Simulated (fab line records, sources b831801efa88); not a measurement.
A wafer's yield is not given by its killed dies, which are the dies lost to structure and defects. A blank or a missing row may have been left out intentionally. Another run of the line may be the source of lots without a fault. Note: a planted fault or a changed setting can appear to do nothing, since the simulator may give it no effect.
8D (eight disciplines) problem report, filled in by code    flow sky130    the parts of the form that need people (team, actions taken, sign-off) are left out

== 1. WHAT IS WRONG ==
At SKY_METAL1_SOFTBAKE_11, heater_power_total_W averages 60.87 W over 6 wafers from 2 lots, while fault-free wafers read 57.36 W, standard deviation 0.11. That puts it +32 standard deviations away from the usual mean.
The step: time 90 s.
Earliest sighting: wafer L599.1 on litho_track-01 at day 35 10:00. The record holds 39 wafers of 13 lots with a number at this step. The rule behind "out" and "out of limits": a value lying over 4 standard deviations away from the usual mean. The rest of the wafers with a number are treated as sound.

== 2. WHAT THIS IS AND IS NOT ==
question                     is                                  is not
which readings at this step  heater_power_total_W, plate_temp_C  -
which lots                   L599, L602                          L592, L593, L594, L595, L596, L597, L598, L609, L610, L611, L612
which wafers of those lots   all that have a number              -
read on which tools          litho_track-01                      litho_track-03, litho_track-04
when                         from day 35 10:00                   up to then (21 sound wafers); but 12 sound wafers of L609, L610, L611, L612 came after

== 3. SUSPECTS, AND WHAT RULES EACH OUT ==
Counting: a tool stays on the suspect list if, at a process step up to the reading, it processed all lots that are out and no sound lot following the first of them.
- litho_track-01 at SKY_METAL1_SOFTBAKE_11 (time 90 s): ruled out as a lasting fault. Following L599 (day 35 10:00), the first lot on it that is out, the sound lots L610, L612 were run on it.
Left after counting: nothing in the record.

== 4. THE CAUSE (what the simulator had put in) ==
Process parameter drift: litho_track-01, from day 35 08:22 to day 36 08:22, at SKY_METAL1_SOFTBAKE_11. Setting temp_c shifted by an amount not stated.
Counting ruled it out, wrongly.

== 5. THE EFFECT CHAIN, in route order ==
Each row: a reading where the mean over the struck wafers with a number is more than 3 standard deviations away from the usual. Only readings for which the record gives a usual standard deviation are gone through. hours: the time from each lot's start at the first step in this table that gives one to its start at this step, as a median over the lots. sigmas: the change in usual standard deviations.
hours  step                    reading               usual    on struck wafers  change  sigmas
0      SKY_METAL1_SOFTBAKE_11  heater_power_total_W  57.36 W  60.87             +3.51   +32
0      SKY_METAL1_SOFTBAKE_11  plate_temp_C          99.99 C  104.52            +4.53   +30
Here are the process steps it includes:
- SKY_METAL1_SOFTBAKE_11: time 90 s.
Later measuring or inspecting steps at which every struck wafer that the step has a row for has a number for every such reading, and none has moved that far: SKY_METAL1_OVL_MEAS_16, SKY_VIA1_THK_MEAS_01.

== 6. WHAT WOULD HAVE CAUGHT IT SOONER ==
In this record the first reading out of limits was taken at day 35 10:00, 2 hours after the fault began at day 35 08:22.
